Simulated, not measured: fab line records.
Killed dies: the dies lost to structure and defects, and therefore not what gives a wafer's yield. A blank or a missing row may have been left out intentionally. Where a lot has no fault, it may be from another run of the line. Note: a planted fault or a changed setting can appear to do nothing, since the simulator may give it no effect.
fab line records    flow sky130
record: lots: 12  wafers: 32  lastDay: 50
route steps=708 shown FIELD_ISO@5 NWELL@67
lots with no fault: from the same line, run without faults
startH: the number of hours between the record's first day and the start of the first shown wafer of the lot    waitH: time in hours since the lot's previous step    " same as the row above    L1.1+2: a single row standing in for several wafers    - no value, or no start given    * or withheld: withheld    < > ~ a bound
route shown NAME@n: a module of which the file shows steps, and the number in the route of the first    usual: mean/standard deviation taken from wafers without a fault    same: alike in all rows    chamber/n: place in a boat    sites: each site's reading    _std_site: standard deviation across them    _edge_site: the outer-site mean with the inner-site mean subtracted    radiusMm: for every site, how far away it sits from the centre of the wafer    mask NAME#n: copy n    behind: the tool/chamber that last shaped the wafer    hold: why the lot was held/for how many hours/how that ended    device: which transistor (n, p or np) failed to switch    end of line: tests run on the same wafers once the route is complete    a step given without rows: its recipe and nothing more    killed: the dies lost at the first sort to structure and to defects; this is not the yield of the wafer    map: dies across one wafer; x = killed, . = not, _ = none there
set.NAME: setting as actually run; set.NAME@STEP: the setting as run at that earlier step    model.NAME: the simulator's own value behind a step, which no gauge read
route steps across a sampled set of lots; one table per step, one row per wafer
services: when a tool's chamber went out of use (startH, in hours from the record's first day, below 0 if earlier), for how many hours, and the reason
== steps ==
step: SKY_FIELD_ISO_THK_MEAS_04
recipe: reads: Si3N4_of_FIELD_ISO_CVD_03
usual: FIELD_ISO_CVD_03_THK: 165.6/1.4
lot.wafer  tool          chamber  startH  waitH  FIELD_ISO_CVD_03_THK[nm]
L318.1     filmMetro-03  -        29.13   0.0    165.8
L318.4     "             -        "       "      165.6
L318.6     "             -        "       "      165.5
L319.1     filmMetro-04  -        33.44   0.0    167.9
L319.3     "             -        "       "      168.5
L319.4     "             -        "       "      167.0
L320.2     filmMetro-02  -        39.12   0.0    166.6
L320.5     "             -        "       "      165.5
L320.6     "             -        "       "      165.7
L321.1     filmMetro-02  -        45.04   0.0    165.6
L321.2     "             -        "       "      166.0
L321.6     "             -        "       "      165.3
L322.1     filmMetro-04  -        45.04   0.0    166.3
L322.4     "             -        "       "      166.2
L322.6     "             -        "       "      166.3
L324.1     filmMetro-03  -        55.92   0.0    165.4
L324.2     "             -        "       "      166.9
L324.4     "             -        "       "      165.3
L327.3     filmMetro-04  -        73.69   0.0    165.6
L327.4     "             -        "       "      166.1
L327.5     "             -        "       "      165.0
L328.3     filmMetro-04  -        78.13   0.0    167.2
L328.4     "             -        "       "      167.9
L328.5     "             -        "       "      167.8
L330.2     filmMetro-03  -        88.10   0.0    165.3
L330.3     "             -        "       "      163.3
L330.6     "             -        "       "      164.1
L334.4     filmMetro-03  -        105.28  0.0    166.7
L338.4     filmMetro-02  -        123.99  0.0    164.9
L339.2     filmMetro-03  -        130.25  0.0    166.1
L339.3     "             -        "       "      165.6
L339.6     "             -        "       "      165.6
step: SKY_FIELD_ISO_CD_MEAS_13
recipe: targetCdNm: 150
usual: cdNm: 149.9/1.7
lot.wafer  tool      chamber  startH  waitH  cdNm
L318.1     cdSem-02  -        42.97   -      152.1
L318.4     "         -        "       "      152.0
L318.6     "         -        "       "      152.7
L319.1     cdSem-02  -        47.91   -      150.7
L319.3     "         -        "       "      151.9
L319.4     "         -        "       "      150.7
L320.2     cdSem-01  -        53.26   -      150.2
L320.5     "         -        "       "      148.9
L320.6     "         -        "       "      150.0
L321.1     cdSem-01  -        59.71   -      149.5
L321.2     "         -        "       "      150.0
L321.6     "         -        "       "      148.5
L322.1     cdSem-02  -        59.72   -      150.0
L322.4     "         -        "       "      150.1
L322.6     "         -        "       "      150.2
L324.1     cdSem-02  -        70.16   -      149.6
L324.2     "         -        "       "      149.9
L324.4     "         -        "       "      149.7
L327.3     cdSem-01  -        90.85   -      151.1
L327.4     "         -        "       "      151.1
L327.5     "         -        "       "      151.6
L328.3     cdSem-01  -        94.31   -      148.0
L328.4     "         -        "       "      149.2
L328.5     "         -        "       "      147.0
L330.2     cdSem-01  -        105.64  -      150.6
L330.3     "         -        "       "      150.5
L330.6     "         -        "       "      151.9
L334.4     cdSem-01  -        122.28  -      151.4
L338.4     cdSem-02  -        142.63  -      149.6
L339.2     cdSem-02  -        149.88  -      150.8
L339.3     "         -        "       "      150.7
L339.6     "         -        "       "      151.1
step: SKY_FIELD_ISO_CVD_24
recipe: material: SiO2  targetThkNm: 595  tempC: 650  sigmaOpenFrac: 0.3  timeS: 99.2  sih4FlowSccm: 60  pressureMtorr: 6
usual: pressureMtorr: 6.000/0.012
lot.wafer  tool       chamber  startH  waitH  pressureMtorr
L318.1     hdpcvd-02  2        51.13   0.1    6.021
L318.4     "          1        "       "      5.997
L318.6     "          0        "       "      6.005
L319.1     hdpcvd-01  0        51.13   0.1    5.987
L319.3     "          2        "       "      6.015
L319.4     "          2        "       "      6.018
L320.2     hdpcvd-01  2        62.46   0.0    6.006
L320.5     "          0        "       "      5.981
L320.6     "          2        "       "      6.008
L321.1     hdpcvd-02  2        62.46   0.1    6.026
L321.2     "          0        "       "      6.009
L321.6     "          1        "       "      5.977
L322.1     hdpcvd-01  0        62.53   0.1    5.989
L322.4     "          1        "       "      5.976
L322.6     "          2        "       "      6.003
L324.1     hdpcvd-02  0        77.57   0.1    6.001
L324.2     "          2        "       "      6.022
L324.4     "          1        "       "      6.012
L327.3     hdpcvd-02  1        92.73   0.0    5.999
L327.4     "          2        "       "      5.996
L327.5     "          1        "       "      5.996
L328.3     hdpcvd-01  1        96.17   0.0    6.003
L328.4     "          1        "       "      5.996
L328.5     "          2        "       "      5.996
L330.2     hdpcvd-02  1        109.92  0.0    5.987
L330.3     "          2        "       "      5.987
L330.6     "          0        "       "      6.005
L334.4     hdpcvd-01  0        126.13  0.1    6.002
L338.4     hdpcvd-01  0        145.64  0.1    5.994
L339.2     hdpcvd-01  0        152.20  0.0    6.009
L339.3     "          1        "       "      5.996
L339.6     "          0        "       "      5.993
step: SKY_FIELD_ISO_THK_MEAS_25
recipe: reads: SiO2_of_FIELD_ISO_CVD_24
usual: FIELD_ISO_CVD_24_THK: 595/7.8
lot.wafer  tool          chamber  startH  waitH  hold                     FIELD_ISO_CVD_24_THK[nm]
L318.1     filmMetro-03  -        51.20   0.0    -                        596
L318.4     "             -        "       "      -                        603
L318.6     "             -        "       "      -                        594
L319.1     filmMetro-04  -        51.20   0.0    -                        588
L319.3     "             -        "       "      -                        587
L319.4     "             -        "       "      -                        580
L321.1     filmMetro-04  -        62.53   0.0    -                        597
L321.2     "             -        "       "      -                        593
L321.6     "             -        "       "      -                        602
L320.2     filmMetro-03  -        62.54   0.0    -                        596
L320.5     "             -        "       "      -                        596
L320.6     "             -        "       "      -                        587
L322.1     filmMetro-02  -        62.61   0.0    -                        592
L322.4     "             -        "       "      -                        602
L322.6     "             -        "       "      -                        596
L324.1     filmMetro-02  -        77.64   0.0    -                        595
L324.2     "             -        "       "      -                        600
L324.4     "             -        "       "      -                        599
L327.3     filmMetro-04  -        92.82   0.1    -                        602
L327.4     "             -        "       "      -                        600
L327.5     "             -        "       "      -                        596
L328.3     filmMetro-04  -        96.27   0.1    -                        594
L328.4     "             -        "       "      -                        589
L328.5     "             -        "       "      -                        588
L330.2     filmMetro-04  -        110.00  0.0    -                        606
L330.3     "             -        "       "      -                        601
L330.6     "             -        "       "      -                        601
L334.4     filmMetro-02  -        126.19  0.0    awaitDispo/0.2h/release  836
L334.4     filmMetro-02  -        126.42  0.2    -                        836
L338.4     filmMetro-04  -        145.70  0.0    awaitDispo/0.2h/release  823
L338.4     filmMetro-04  -        145.93  0.2    -                        823
L339.2     filmMetro-04  -        152.28  0.0    awaitDispo/0.2h/release  586
L339.3     "             -        "       "      awaitDispo/0.2h/release  588
L339.6     "             -        "       "      awaitDispo/0.2h/release  829
L339.2     filmMetro-04  -        152.51  0.2    -                        586
L339.3     "             -        "       "      -                        589
L339.6     "             -        "       "      -                        830
step: SKY_FIELD_ISO_CMP_27
recipe: stopOn: Si3N4  tOverpolishS: 16  downForcePsi: 4  platenRpm: 60  targetThkNm: 457.8  padVelocityMS: 0.94248
usual: motorCurrentA: 12.0/1.3  timeToEndpointS: 112/3.4
lot.wafer  tool    chamber  startH  waitH  motorCurrentA  timeToEndpointS
L318.1     cmp-01  0        59.83   0.0    10.2           116
L318.4     "       2        "       "      13.1           115
L318.6     "       1        "       "      13.4           114
L319.4     cmp-02  0        59.83   0.0    11.3           111
L319.3     "       1        "       "      11.3           116
L319.1     "       3        "       "      12.1           121
L320.2     cmp-02  3        67.56   0.0    12.1           121
L320.5     "       3        "       "      12.2           120
L320.6     "       0        "       "      11.5           115
L321.2     cmp-02  0        67.86   0.3    10.7           112
L321.1     "       2        "       "      10.6           116
L321.6     "       0        "       "      10.8           116
L322.1     cmp-02  3        68.16   0.6    12.7           114
L322.4     "       2        "       "      10.3           116
L322.6     "       0        "       "      11.4           111
L324.1     cmp-01  2        82.64   0.3    12.0           113
L324.2     "       3        "       "      14.3           113
L324.4     "       0        "       "      10.2           113
L327.4     cmp-01  1        94.46   0.1    13.5           112
L327.3     "       2        "       "      12.4           110
L327.5     "       0        "       "      10.6           107
L328.3     cmp-01  0        98.13   0.0    10.6           114
L328.4     "       1        "       "      13.9           111
L328.5     "       1        "       "      13.7           110
L330.2     cmp-01  3        111.65  0.1    15.0           109
L330.3     "       0        "       "      10.9           109
L330.6     "       1        "       "      13.1           109
L334.4     cmp-02  1        134.44  0.1    11.6           159
L338.4     cmp-01  1        151.06  0.0    13.2           154
L339.2     cmp-02  2        155.86  0.4    10.3           112
L339.3     "       0        "       "      11.2           110
L339.6     "       2        "       "      10.9           154
step: SKY_NWELL_STRIP_14
recipe: chemistry: O2/N2  powerW: 1400  pressureMtorr: 1500  platenTempC: withheld  o2FlowSccm: 3000  n2FlowSccm: 300  overashFraction: 0.5
usual: drypumpMotorCurrentA: 5.5/0.46  oesProductAu: 0.723/0.0052  stripTimeToEndpointS: 36.89/0.11
lot.wafer  tool            chamber  startH  waitH  drypumpMotorCurrentA  oesProductAu  rfHoursCounterH  stripTimeToEndpointS
L319.1     plasmaAsher-03  0        117.90  0.1    6.2                   0.716         42               36.97
L319.3     "               0        "       "      6.2                   0.731         -                36.91
L319.4     "               1        "       "      5.6                   0.720         -                36.86
L318.1     plasmaAsher-04  1        118.26  0.1    5.9                   0.720         29               36.79
L318.4     "               0        "       "      5.0                   0.723         -                36.93
L318.6     "               1        "       "      5.9                   0.725         -                36.76
L320.2     plasmaAsher-01  1        124.81  0.1    4.9                   0.720         50               36.89
L320.5     "               1        "       "      4.9                   0.729         -                36.90
L320.6     "               0        "       "      5.8                   0.732         -                36.86
L321.1     plasmaAsher-03  1        125.40  0.1    5.6                   0.721         43               36.86
L321.2     "               0        "       "      6.2                   0.726         43               36.83
L321.6     "               0        "       "      6.2                   0.715         -                36.89
L322.1     plasmaAsher-01  1        125.46  0.1    4.9                   0.723         50               36.96
L322.4     "               1        "       "      4.9                   0.733         -                36.99
L322.6     "               0        "       "      5.8                   0.726         -                36.95
L324.1     plasmaAsher-03  1        139.80  0.1    5.6                   0.728         44               37.01
L324.2     "               0        "       "      6.2                   0.725         44               36.98
L324.4     "               1        "       "      5.6                   0.726         -                36.99
L327.3     plasmaAsher-04  1        152.96  0.1    5.9                   0.717         -                37.10
L327.4     "               0        "       "      5.0                   0.725         -                37.08
L327.5     "               0        "       "      5.0                   0.729         -                37.01
L328.3     plasmaAsher-03  0        157.03  0.1    6.2                   0.724         -                36.84
L328.4     "               1        "       "      5.6                   0.714         -                36.83
L328.5     "               0        "       "      6.2                   0.718         -                36.90
L330.2     plasmaAsher-04  0        173.45  0.1    5.0                   0.724         34               36.85
L330.3     "               1        "       "      5.9                   0.718         -                37.04
L330.6     "               0        "       "      5.0                   0.725         -                36.82
L334.4     plasmaAsher-04  1        193.44  0.1    5.9                   0.724         -                36.66
L338.4     plasmaAsher-01  1        213.63  0.1    4.9                   0.710         -                36.98
L339.2     plasmaAsher-01  0        219.76  0.1    5.8                   0.721         59               37.03
L339.3     "               1        "       "      4.9                   0.720         -                37.00
L339.6     "               0        "       "      5.8                   0.716         -                36.99
== services ==
tool            chamber  startH  hours  kind
plasmaAsher-04  -        32.29   0.6    repair
hdpcvd-02       -        46.30   0.9    repair
cmp-02          -        51.69   1.5    repair
plasmaAsher-01  -        56.42   0.6    repair
cmp-01          -        64.24   4.0    pm
hdpcvd-01       -        66.75   15.0   pm
plasmaAsher-04  -        70.29   3.5    repair
plasmaAsher-04  -        73.01   2.0    repair
plasmaAsher-03  -        73.02   3.2    repair
cmp-02          -        74.82   10.5   pm
plasmaAsher-01  -        91.38   0.6    repair
cmp-02          -        93.29   5.1    pm
hdpcvd-02       -        99.83   0.3    repair
plasmaAsher-04  -        103.70  2.8    pm
hdpcvd-01       2        127.77  7.7    repair
cmp-01          -        129.56  8.5    pm
cmp-01          -        145.81  0.9    repair
cmp-01          -        148.65  1.6    repair
cmp-01          -        163.08  0.9    repair
plasmaAsher-04  -        173.80  4.0    repair
cmp-01          -        174.51  2.7    repair
hdpcvd-02       -        177.38  0.6    repair
cmp-01          -        190.01  1.4    repair
cmp-01          -        190.95  1.2    repair
== key ==
firstSign: step: SKY_FIELD_ISO_THK_MEAS_25  reading: visit  direction: added
effect: step: SKY_FIELD_ISO_THK_MEAS_25  reading: FIELD_ISO_CVD_24_THK  direction: up  sigmas: 30  usual: 595  struck: 829
effect: step: SKY_FIELD_ISO_CMP_27  reading: timeToEndpointS  direction: up  sigmas: 13  usual: *  struck: *
metAt SKY_FIELD_ISO_CVD_24
struckLots L334,L338,L339
struckWafers L334.4,L338.4,L339.6
testerLeftOut L334,L338,L339
notActingAt SKY_FIELD_ISO_THK_MEAS_04,SKY_FIELD_ISO_CD_MEAS_13,SKY_NWELL_STRIP_14
onsetBetween 96.17 126.13
fault: kind: processParameterDrift  tool: hdpcvd-01  chamber: -  onsetH: 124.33  steps: SKY_FIELD_ISO_CVD_24  channel: targetThkNm  offset: 238.95  shape: step  endH: 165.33  scope: struckWafersOnly  actsIn: theseRecipesOnly  stated: 595
testerLeftOut: of these lots the tester's yield and bins aren't shown, on N5 and GAA mostly nor the transistor test; their killed dies are dies lost to structure and defects alone, not to doping, threshold or leakage, so they don't give the yield
